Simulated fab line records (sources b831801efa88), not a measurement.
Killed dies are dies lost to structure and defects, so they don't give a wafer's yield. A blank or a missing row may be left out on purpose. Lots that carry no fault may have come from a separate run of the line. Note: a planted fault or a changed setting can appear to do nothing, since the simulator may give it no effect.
fab line records	flow sky130
record lots=14	wafers=42	lastDay=50
route steps=708 shown VIA3@575 METAL4@598 CAP2M@603
lots that met no fault: taken from a fault-free run of the same line
startH: the number of hours between the record's first day and the start of the first shown wafer of the lot	waitH: hours since the lot's step before	" repeats the value in the row above	L1.1+2: a row that stands for several wafers	- either no value or no given start	* or withheld: withheld	< > ~ a bound
route shown NAME@n: NAME is a module with steps in the file, n the number in the route of the first one	usual: mean and standard deviation over wafers with no fault	same: alike in all rows	chamber/n: place in a boat	sites: each site's reading	_std_site: standard deviation across them	_edge_site: outer sites' mean less inner sites'	radiusMm: how far each site lies from the wafer's centre	mask NAME#n: copy n	behind: the tool/chamber that last shaped the wafer	hold: what put the lot on hold/how long, in hours/how the hold closed	device: which transistor (n, p or np) failed to switch	end of line: tests of these same wafers at the route's end	a step given without rows: its recipe and nothing more	killed: at the first sort, the dies lost to defects and structure; wafer yield is something else	map: per-die view of a wafer (x killed, . not killed, _ where there is no die)
set.NAME: the setting that was run; set.NAME@STEP: the one run at that earlier step	model.NAME: the simulator's own value behind a step, which no gauge read
one table for each step of the route and one row for each wafer, over a sample of lots
services: the hour from which a tool's chamber was out of use, counted from the record's first day as startH (under 0 if before that day), plus the number of hours and why
## steps
# step SKY_VIA3_CMP_02
# recipe material=SiO2	downForcePsi=4	platenRpm=60	padVelocityMS=0.94248
# usual motorCurrentA=12.3/0.91
lot.wafer	tool	chamber	startH	waitH	motorCurrentA
L957.1	cmp-01	0	904.03	0.1	11.8
L957.2	"	1	"	"	12.3
L957.5	"	0	"	"	12.0
L960.3	cmp-02	2	925.59	0.1	11.5
L960.4	"	0	"	"	13.0
L960.5	"	2	"	"	11.6
L964.1	cmp-02	3	954.48	0.2	11.2
L964.6	"	0	"	"	12.6
L964.5	"	1	"	"	14.9
L968.4	cmp-01	3	991.71	0.1	12.5
L968.3	"	1	"	"	12.6
L968.5	"	2	"	"	12.1
L969.4	cmp-01	1	994.41	0.4	11.8
L969.1	"	3	"	"	12.2
L969.5	"	0	"	"	12.0
L970.2	cmp-02	3	999.97	0.1	11.3
L970.3	"	0	"	"	12.3
L970.6	"	2	"	"	11.6
L971.4	cmp-02	0	1008.11	0.0	12.4
L971.2	"	3	"	"	11.1
L971.6	"	0	"	"	12.5
L972.1	cmp-02	3	1014.11	0.2	10.4
L972.2	"	0	"	"	12.5
L972.5	"	2	"	"	11.8
L973.1	cmp-01	1	1023.77	0.1	11.4
L973.3	"	2	"	"	12.7
L973.4	"	3	"	"	12.0
L974.4	cmp-01	0	1024.52	0.0	12.0
L974.2	"	1	"	"	12.2
L974.5	"	1	"	"	12.0
L975.1	cmp-02	0	1029.71	0.1	12.4
L975.2	"	1	"	"	14.8
L975.6	"	0	"	"	12.2
L976.3	cmp-01	0	1036.85	0.0	11.9
L976.1	"	3	"	"	12.1
L976.6	"	1	"	"	12.1
L980.4	cmp-01	1	1061.69	0.1	12.2
L980.1	"	2	"	"	12.7
L980.5	"	3	"	"	11.9
L979.4	cmp-01	2	1065.36	0.0	12.5
L979.2	"	3	"	"	12.3
L979.1	"	0	"	"	11.2
# step SKY_METAL4_SPUTTER_00
# recipe material=Ti	targetThkNm=15	powerW=3000	timeS=10	chamberPressurePa=0.4
# usual cathodeDcPowerW=3000.0/0.52	chamberPressurePa=0.3999/0.0007	throttleValvePct=29.6/0.97
lot.wafer	tool	chamber	startH	waitH	cathodeDcPowerW	chamberPressurePa	throttleValvePct
L957.1	pvdSputter-03	-	930.50	0.1	2999.7	0.3994	30.0
L957.2	"	-	"	"	2999.8	0.4000	31.5
L957.5	"	-	"	"	3000.2	0.4005	31.2
L960.3	pvdSputter-03	-	951.56	0.2	3001.4	0.4010	29.9
L960.4	"	-	"	"	2999.0	0.3996	30.4
L960.5	"	-	"	"	2999.7	0.3990	31.1
L964.1	pvdSputter-01	-	979.84	0.2	3000.3	0.4003	28.9
L964.5	"	-	"	"	3000.2	0.4004	28.9
L964.6	"	-	"	"	3000.4	0.4000	29.7
L968.3	pvdSputter-01	-	1016.94	0.2	2999.7	0.3994	28.9
L968.4	"	-	"	"	3000.2	0.4004	29.9
L968.5	"	-	"	"	3000.9	0.3982	28.2
L969.1	pvdSputter-01	-	1019.70	0.2	2999.8	0.4000	29.5
L969.4	"	-	"	"	3000.8	0.4008	29.9
L969.5	"	-	"	"	3000.1	0.3992	29.1
L970.2	pvdSputter-04	-	1025.12	0.1	3000.9	0.4012	29.2
L970.3	"	-	"	"	2999.1	0.3997	29.4
L970.6	"	-	"	"	2999.1	0.4002	27.5
L971.2	pvdSputter-01	-	1032.89	0.2	3000.5	0.4000	29.6
L971.4	"	-	"	"	3000.4	0.3991	29.2
L971.6	"	-	"	"	3000.2	0.4007	29.2
L972.1	pvdSputter-04	-	1038.11	0.1	2999.4	0.4005	29.0
L972.2	"	-	"	"	2999.8	0.4000	27.6
L972.5	"	-	"	"	3000.4	0.3999	29.3
L973.1	pvdSputter-01	-	1047.81	0.1	2999.7	0.3992	28.6
L973.3	"	-	"	"	3000.3	0.4011	29.0
L973.4	"	-	"	"	2999.1	0.4005	29.5
L974.2	pvdSputter-01	-	1048.11	0.2	3000.1	0.3978	29.7
L974.4	"	-	"	"	2999.8	0.3991	29.3
L974.5	"	-	"	"	2999.7	0.3979	29.4
L975.1	pvdSputter-03	-	1053.78	0.1	3000.3	0.3994	31.4
L975.2	"	-	"	"	3001.2	0.4001	30.0
L975.6	"	-	"	"	3000.2	0.4000	31.2
L976.1	pvdSputter-01	-	1059.73	0.1	3000.2	0.3981	29.6
L976.3	"	-	"	"	3001.0	0.3999	28.2
L976.6	"	-	"	"	3000.6	0.4005	29.4
L980.1	pvdSputter-03	-	1084.75	0.1	2999.5	0.3998	30.0
L980.4	"	-	"	"	3000.0	0.4007	31.2
L980.5	"	-	"	"	2999.7	0.4000	31.2
L979.1	pvdSputter-03	-	1088.11	0.1	2999.6	0.3999	30.1
L979.2	"	-	"	"	3000.4	0.4010	31.2
L979.4	"	-	"	"	2999.8	0.4002	31.3
# step SKY_CAP2M_CVD_00
# recipe material=SiO2	targetThkNm=15.5	tempC=400	timeS=withheld	rfW=450
# usual heaterPowerW=722/100
lot.wafer	tool	chamber	startH	waitH	heaterPowerW
L957.1	pecvd-02	0	930.65	0.0	862
L957.2	"	2	"	"	547
L957.5	"	2	"	"	569
L960.3	pecvd-02	2	951.71	0.0	624
L960.4	"	0	"	"	843
L960.5	"	1	"	"	624
L964.1	pecvd-02	0	980.00	0.0	862
L964.5	"	2	"	"	662
L964.6	"	0	"	"	870
L968.3	pecvd-01	0	1017.11	0.0	874
L968.4	"	1	"	"	785
L968.5	"	0	"	"	867
L969.1	pecvd-03	0	1019.86	0.0	682
L969.4	"	2	"	"	584
L969.5	"	0	"	"	678
L970.2	pecvd-03	2	1025.27	0.0	570
L970.3	"	0	"	"	725
L970.6	"	2	"	"	547
L971.2	pecvd-02	1	1033.04	0.0	644
L971.4	"	2	"	"	652
L971.6	"	0	"	"	894
L972.1	pecvd-01	2	1038.26	0.0	712
L972.2	"	0	"	"	882
L972.5	"	1	"	"	775
L973.1	pecvd-01	2	1047.96	0.0	698
L973.3	"	1	"	"	815
L973.4	"	0	"	"	784
L974.2	pecvd-03	2	1048.26	0.0	623
L974.4	"	1	"	"	872
L974.5	"	2	"	"	607
L975.1	pecvd-02	0	1053.93	0.0	877
L975.2	"	2	"	"	560
L975.6	"	1	"	"	664
L976.1	pecvd-01	2	1059.89	0.0	623
L976.3	"	1	"	"	676
L976.6	"	2	"	"	631
L980.1	pecvd-02	0	1084.90	0.0	760
L980.4	"	2	"	"	673
L980.5	"	1	"	"	687
L979.1	pecvd-01	2	1088.27	0.0	770
L979.2	"	0	"	"	853
L979.4	"	2	"	"	753
# step SKY_CAP2M_SPUTTER_02
# recipe material=TiN	targetThkNm=200	tempC=300	powerW=6500	timeS=166.7	chamberPressurePa=0.4
# usual cathodeDcPowerW=6500.0/1.2	chamberPressurePa=0.3998/0.00076	throttleValvePct=29.7/1.2
lot.wafer	tool	chamber	startH	waitH	cathodeDcPowerW	chamberPressurePa	throttleValvePct
L957.1	pvdSputter-04	-	930.73	0.1	6500.8	0.4001	29.4
L957.2	"	-	"	"	6497.9	0.3997	28.8
L957.5	"	-	"	"	6500.8	0.3982	28.8
L960.3	pvdSputter-04	-	951.80	0.0	6502.5	0.3999	29.8
L960.4	"	-	"	"	6500.0	0.3995	27.6
L960.5	"	-	"	"	6499.7	0.3993	29.4
L964.1	pvdSputter-03	-	980.08	0.1	6499.7	0.3979	31.3
L964.5	"	-	"	"	6500.4	0.3998	31.2
L964.6	"	-	"	"	6501.5	0.4001	30.1
L968.3	pvdSputter-03	-	1017.19	0.0	-	-	-
L968.4	"	-	"	"	-	-	-
L968.5	"	-	"	"	-	-	-
L969.1	pvdSputter-04	-	1019.95	0.1	-	-	-
L969.4	"	-	"	"	-	-	-
L969.5	"	-	"	"	-	-	-
L970.2	pvdSputter-03	-	1025.37	0.0	6500.0	0.4014	30.2
L970.3	"	-	"	"	6499.9	0.3991	31.4
L970.6	"	-	"	"	6501.3	0.3999	30.5
L971.2	pvdSputter-02	-	1033.12	0.0	6499.8	0.3998	28.0
L971.4	"	-	"	"	6500.5	0.3991	30.0
L971.6	"	-	"	"	6499.6	0.3994	29.6
L972.1	pvdSputter-03	-	1038.35	0.1	6500.1	0.3997	30.2
L972.2	"	-	"	"	6498.5	0.3992	30.1
L972.5	"	-	"	"	6500.8	0.4007	30.2
L973.1	pvdSputter-04	-	1048.05	0.1	6499.7	0.4011	27.5
L973.3	"	-	"	"	6498.8	0.3990	29.9
L973.4	"	-	"	"	6501.2	0.4006	29.5
L974.2	pvdSputter-02	-	1048.35	0.0	6500.3	0.4002	31.1
L974.4	"	-	"	"	6499.6	0.3987	29.4
L974.5	"	-	"	"	6501.0	0.4002	28.1
L975.1	pvdSputter-04	-	1054.01	0.1	6498.3	0.3995	29.4
L975.2	"	-	"	"	6501.7	0.3994	30.0
L975.6	"	-	"	"	6500.4	0.4004	29.7
L976.1	pvdSputter-04	-	1059.98	0.1	6501.7	0.3984	29.9
L976.3	"	-	"	"	6500.5	0.3993	29.4
L976.6	"	-	"	"	6501.3	0.4008	27.8
L980.1	pvdSputter-04	-	1084.99	0.1	6499.5	0.3997	29.5
L980.4	"	-	"	"	6502.2	0.4010	29.5
L980.5	"	-	"	"	6501.0	0.4008	30.0
L979.1	pvdSputter-04	-	1088.35	0.1	6500.8	0.4000	29.1
L979.2	"	-	"	"	6500.3	0.4008	29.2
L979.4	"	-	"	"	6500.8	0.4003	29.1
# step SKY_CAP2M_RS_MEAS_03
# recipe thkMeasGauge=four-point-probe	reads=TiN_of_CAP2M_SPUTTER_02
# usual CAP2M_TIN_RS=6.86/0.07
lot.wafer	tool	chamber	startH	waitH	CAP2M_TIN_RS[ohm/sq]
L957.1	filmMetro-04	-	930.84	0.1	6.80
L957.2	"	-	"	"	6.84
L957.5	"	-	"	"	6.88
L960.3	filmMetro-04	-	951.94	0.1	6.93
L960.4	"	-	"	"	6.94
L960.5	"	-	"	"	6.85
L964.1	filmMetro-02	-	980.19	0.1	6.98
L964.5	"	-	"	"	6.90
L964.6	"	-	"	"	6.93
L968.3	filmMetro-02	-	1017.34	0.1	-
L968.4	"	-	"	"	-
L968.5	"	-	"	"	-
L969.1	filmMetro-03	-	1020.06	0.1	-
L969.4	"	-	"	"	-
L969.5	"	-	"	"	-
L970.2	filmMetro-02	-	1025.50	0.1	6.86
L970.3	"	-	"	"	6.82
L970.6	"	-	"	"	6.88
L971.2	filmMetro-03	-	1033.25	0.1	6.70
L971.4	"	-	"	"	6.87
L971.6	"	-	"	"	6.74
L972.1	filmMetro-02	-	1038.46	0.1	6.79
L972.2	"	-	"	"	6.78
L972.5	"	-	"	"	6.77
L973.1	filmMetro-04	-	1048.15	0.1	6.85
L973.3	"	-	"	"	6.87
L973.4	"	-	"	"	6.88
L974.2	filmMetro-03	-	1048.47	0.1	6.85
L974.4	"	-	"	"	6.71
L974.5	"	-	"	"	6.76
L975.1	filmMetro-04	-	1054.12	0.1	6.93
L975.2	"	-	"	"	6.90
L975.6	"	-	"	"	6.93
L976.1	filmMetro-02	-	1060.09	0.1	7.00
L976.3	"	-	"	"	6.95
L976.6	"	-	"	"	6.98
L980.1	filmMetro-03	-	1085.10	0.1	6.87
L980.4	"	-	"	"	6.93
L980.5	"	-	"	"	6.88
L979.1	filmMetro-04	-	1088.46	0.1	6.96
L979.2	"	-	"	"	6.94
L979.4	"	-	"	"	6.96
# step SKY_CAP2M_THK_MEAS_04
# recipe thkMeasGauge=xrf	reads=TiN_of_CAP2M_SPUTTER_02
# usual CAP2M_TIN_THK=202.3/2.2
lot.wafer	tool	chamber	startH	waitH	CAP2M_TIN_THK[nm]
L957.1	filmMetro-04	-	930.96	0.1	202.5
L957.2	"	-	"	"	201.6
L957.5	"	-	"	"	201.7
L960.3	filmMetro-04	-	952.04	0.1	199.5
L960.4	"	-	"	"	199.1
L960.5	"	-	"	"	202.0
L964.1	filmMetro-02	-	980.31	0.1	200.9
L964.5	"	-	"	"	203.8
L964.6	"	-	"	"	202.0
L968.3	filmMetro-02	-	1017.44	0.1	<0.0
L968.4	"	-	"	"	<0.0
L968.5	"	-	"	"	<0.0
L969.1	filmMetro-03	-	1020.18	0.1	<0.0
L969.4	"	-	"	"	<0.0
L969.5	"	-	"	"	<0.0
L970.2	filmMetro-02	-	1025.61	0.1	203.7
L970.3	"	-	"	"	205.9
L970.6	"	-	"	"	203.4
L971.2	filmMetro-03	-	1033.36	0.1	205.9
L971.4	"	-	"	"	201.6
L971.6	"	-	"	"	205.7
L972.1	filmMetro-02	-	1038.58	0.1	206.1
L972.2	"	-	"	"	205.3
L972.5	"	-	"	"	206.0
L973.1	filmMetro-04	-	1048.27	0.1	201.6
L973.3	"	-	"	"	202.0
L973.4	"	-	"	"	200.7
L974.2	filmMetro-03	-	1048.58	0.1	202.3
L974.4	"	-	"	"	205.0
L974.5	"	-	"	"	204.1
L975.1	filmMetro-04	-	1054.24	0.1	199.2
L975.2	"	-	"	"	200.1
L975.6	"	-	"	"	199.7
L976.1	filmMetro-02	-	1060.21	0.1	198.8
L976.3	"	-	"	"	199.0
L976.6	"	-	"	"	198.5
L980.1	filmMetro-03	-	1085.22	0.1	202.2
L980.4	"	-	"	"	201.4
L980.5	"	-	"	"	201.2
L979.1	filmMetro-04	-	1088.58	0.1	198.7
L979.2	"	-	"	"	199.5
L979.4	"	-	"	"	199.3
# step SKY_CAP2M_METAL_ETCH_13
# recipe targetDepthNm=220	stopOn=SiO2	chemistry=Cl2/BCl3	target=TiN	pressureMtorr=10	icpW=900	biasW=48.5	Cl2_flow_sccm=60	bcl3FlowSccm=30	timeS=62.9
# usual drypumpMotorCurrentA=5.61/0.17	oesProductAu=0.945/0.0068	throttleValvePct=21.899/0.0096
lot.wafer	tool	chamber	startH	waitH	drypumpMotorCurrentA	oesProductAu	rfHoursCounterH	throttleValvePct
L957.1	rieMetal-04	0	955.75	0.0	5.86	0.945	12	21.888
L957.2	"	1	"	"	5.23	0.948	10	21.914
L957.5	"	0	"	"	5.88	0.951	-	21.888
L960.3	rieMetal-03	0	975.50	0.0	5.61	0.946	-	21.902
L960.4	"	1	"	"	5.61	0.940	-	21.912
L960.5	"	1	"	"	5.58	0.945	-	21.896
L964.1	rieMetal-03	1	1002.45	0.0	5.61	0.937	6	21.909
L964.5	"	1	"	"	5.60	0.945	-	21.902
L964.6	"	0	"	"	5.64	0.936	-	21.907
L968.3	rieMetal-01	0	1039.70	0.0	5.66	0.381	-	22.267
L968.4	"	1	"	"	5.66	0.379	-	22.282
L968.5	"	1	"	"	5.66	0.374	-	22.269
L969.1	rieMetal-01	1	1042.67	0.0	5.67	0.369	21	22.279
L969.4	"	0	"	"	5.64	0.374	-	22.263
L969.5	"	0	"	"	5.64	0.383	-	22.262
L970.2	rieMetal-01	0	1047.48	0.0	5.66	0.940	-	21.888
L970.3	"	0	"	"	5.66	0.951	-	21.899
L970.6	"	0	"	"	5.65	0.943	-	21.915
L971.2	rieMetal-03	0	1054.97	0.0	5.63	0.958	8	21.906
L971.4	"	1	"	"	5.62	0.942	-	21.910
L971.6	"	0	"	"	5.66	0.963	-	21.876
L972.1	rieMetal-01	1	1060.11	0.0	5.66	0.948	21	21.890
L972.2	"	0	"	"	5.64	0.953	20	21.891
L972.5	"	1	"	"	5.66	0.958	-	21.906
L973.1	rieMetal-03	1	1069.16	0.0	5.63	0.944	10	21.887
L973.3	"	1	"	"	5.61	0.940	-	21.877
L973.4	"	0	"	"	5.64	0.948	-	21.898
L974.2	rieMetal-04	0	1069.81	0.0	5.85	0.940	18	21.895
L974.4	"	1	"	"	5.22	0.950	-	21.894
L974.5	"	0	"	"	5.87	0.951	-	21.903
L975.1	rieMetal-03	0	1074.70	0.0	5.62	0.937	10	21.904
L975.2	"	1	"	"	5.63	0.932	11	21.922
L975.6	"	1	"	"	5.61	0.940	-	21.896
L976.1	rieMetal-04	1	1081.70	0.0	5.25	0.931	17	21.907
L976.3	"	0	"	"	5.86	0.935	-	21.896
L976.6	"	0	"	"	5.88	0.943	-	21.902
L980.1	rieMetal-03	1	1105.31	0.0	5.63	0.938	13	21.890
L980.4	"	0	"	"	5.61	0.945	-	21.901
L980.5	"	0	"	"	5.64	0.951	-	21.900
L979.1	rieMetal-03	0	1108.17	0.0	5.63	0.940	12	21.899
L979.2	"	1	"	"	5.62	0.939	13	21.909
L979.4	"	0	"	"	5.63	0.936	-	21.905
## services
tool	chamber	startH	hours	kind
cmp-01	-	900.88	0.4	repair
cmp-02	-	909.04	2.0	repair
cmp-01	-	912.00	4.0	pm
cmp-01	-	936.08	2.0	repair
cmp-02	-	936.36	2.5	repair
cmp-02	-	963.30	0.8	repair
cmp-01	-	974.10	1.0	repair
pvdSputter-04	-	979.53	5.0	repair
cmp-01	-	983.39	4.4	pm
pvdSputter-04	-	988.26	1.0	repair
cmp-02	-	990.35	3.3	repair
cmp-02	-	993.98	5.1	pm
rieMetal-01	0	1010.40	10.6	repair
rieMetal-01	-	1025.95	1.3	repair
pvdSputter-01	-	1042.28	5.3	repair
pecvd-01	0	1056.38	19.7	repair
pvdSputter-03	-	1065.02	4.6	repair
pecvd-01	-	1066.53	0.3	repair
cmp-02	-	1084.39	4.0	pm
cmp-02	-	1089.73	1.9	repair
cmp-01	-	1091.91	7.3	pm
pecvd-01	-	1098.85	2.8	pm
cmp-01	-	1103.21	0.8	repair
cmp-02	-	1103.47	1.4	repair
## key
firstSign step=SKY_CAP2M_SPUTTER_02	reading=toolRecord	direction=missing
effect step=SKY_CAP2M_RS_MEAS_03	reading=CAP2M_TIN_RS	direction=missing
effect step=SKY_CAP2M_THK_MEAS_04	reading=CAP2M_TIN_THK	direction=down	sigmas=92	usual=202.3	struck=<0.0
effect step=SKY_CAP2M_METAL_ETCH_13	reading=oesProductAu	direction=down	sigmas=83	usual=0.945	struck=0.377
metAt SKY_CAP2M_SPUTTER_02
struckLots L968,L969
laterRowsLeftOut L968.3,L968.4,L968.5,L969.1,L969.4,L969.5
sortLeftOut L968.3,L968.4,L968.5,L969.1,L969.4,L969.5
notActingAt SKY_VIA3_CMP_02,SKY_METAL4_SPUTTER_00,SKY_CAP2M_CVD_00
onsetBetween 980.08 1017.19
fault kind=skippedStepWhole	tool=pvdSputter-03,pvdSputter-04	chamber=-	onsetH=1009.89	steps=SKY_CAP2M_SPUTTER_02	scope=struckLotsOnly
# sortLeftOut: the simulated sort isn't trusted on such a fault, so these wafers' sort isn't shown, and their yield isn't known
# laterRowsLeftOut: the simulator's readings of these wafers behind a module that went badly wrong aren't trusted and aren't shown, but for the sort
